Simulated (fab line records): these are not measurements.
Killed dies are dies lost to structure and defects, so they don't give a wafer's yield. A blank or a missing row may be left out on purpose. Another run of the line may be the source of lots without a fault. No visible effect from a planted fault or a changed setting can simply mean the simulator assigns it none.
Code-filled problem report in 8D (eight disciplines) form :: flow sky130 :: the parts of the form that need people (team, actions taken, sign-off) are left out

## 1. THE ISSUE
beam_energy_keV at SKY_VT_ADJUST_HVTP_IMPLANT_09 reads a mean of 158.67 on 6 wafers of 2 lots; wafers without a fault read 149.99 with a standard deviation of 0.054. That is +99 or more standard deviations from the usual mean.
Earliest sighting: wafer L565.1 on implanter-01 at day 11 05:19. At this step, 42 wafers from 14 lots have a number in the record. Rule for "out" (also "out of limits"): further than 4 standard deviations from the usual mean. The rest of the wafers with a number are treated as sound.

## 2. WHAT IT IS, WHAT IT ISN'T
question: which readings at this step
is: beam_energy_keV
is not: -

question: which lots
is: L565, L566
is not: L548, L549, L550, L551, L553, L554, L555, L556, L557, L567, L568, L569

question: which wafers of those lots
is: all that have a number
is not: -

question: read on which tools
is: implanter-01
is not: implanter-02, implanter-04

question: when
is: from day 11 05:19
is not: up to then (27 sound wafers); but 9 sound wafers of L567, L568, L569 came after

## 3. WHAT RULES OUT EACH SUSPECT
Counting: a tool at a process step up to the reading stays a suspect if it ran every lot that is out and no sound lot after the first of them.
- implanter-01 at SKY_VT_ADJUST_HVTP_IMPLANT_09: kept. It ran every lot that is out, first L565 (day 11 05:19), and no sound lot after that; its last sound lot up to then is L557 (day 9 00:59). On those wafers its own readings are out: beam_energy_keV.
Left after counting: implanter-01 at SKY_VT_ADJUST_HVTP_IMPLANT_09.

## 4. THE CAUSE (what the simulator had put in)
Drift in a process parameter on implanter-01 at SKY_VT_ADJUST_HVTP_IMPLANT_09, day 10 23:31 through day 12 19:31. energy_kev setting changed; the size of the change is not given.
Only this tool survived the counting.

## 5. THE EFFECT CHAIN, in route order
Each row: a reading where the mean over the struck wafers with a number is more than 3 standard deviations away from the usual. Only readings for which the record gives a usual standard deviation are gone through. hours: the time from each lot's start at the first step in this table that gives one to its start at this step, as a median over the lots. sigmas: the change in usual standard deviations.
hours: 0
step: SKY_VT_ADJUST_HVTP_IMPLANT_09
reading: beam_energy_keV
usual: 149.99
on struck wafers: 158.67
change: +8.68
sigmas: +99 or more
The process steps in it:
- SKY_VT_ADJUST_HVTP_IMPLANT_09
Later measuring or inspecting steps at which every struck wafer that the step has a row for has a number for every such reading, and none has moved that far: SKY_VT_ADJUST_HVTR_OVL_MEAS_08.

## 6. HOW IT WOULD HAVE BEEN CAUGHT EARLIER
In this record no reading fell out of limits until day 11 05:19, 6 hours after the fault had begun at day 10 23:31.
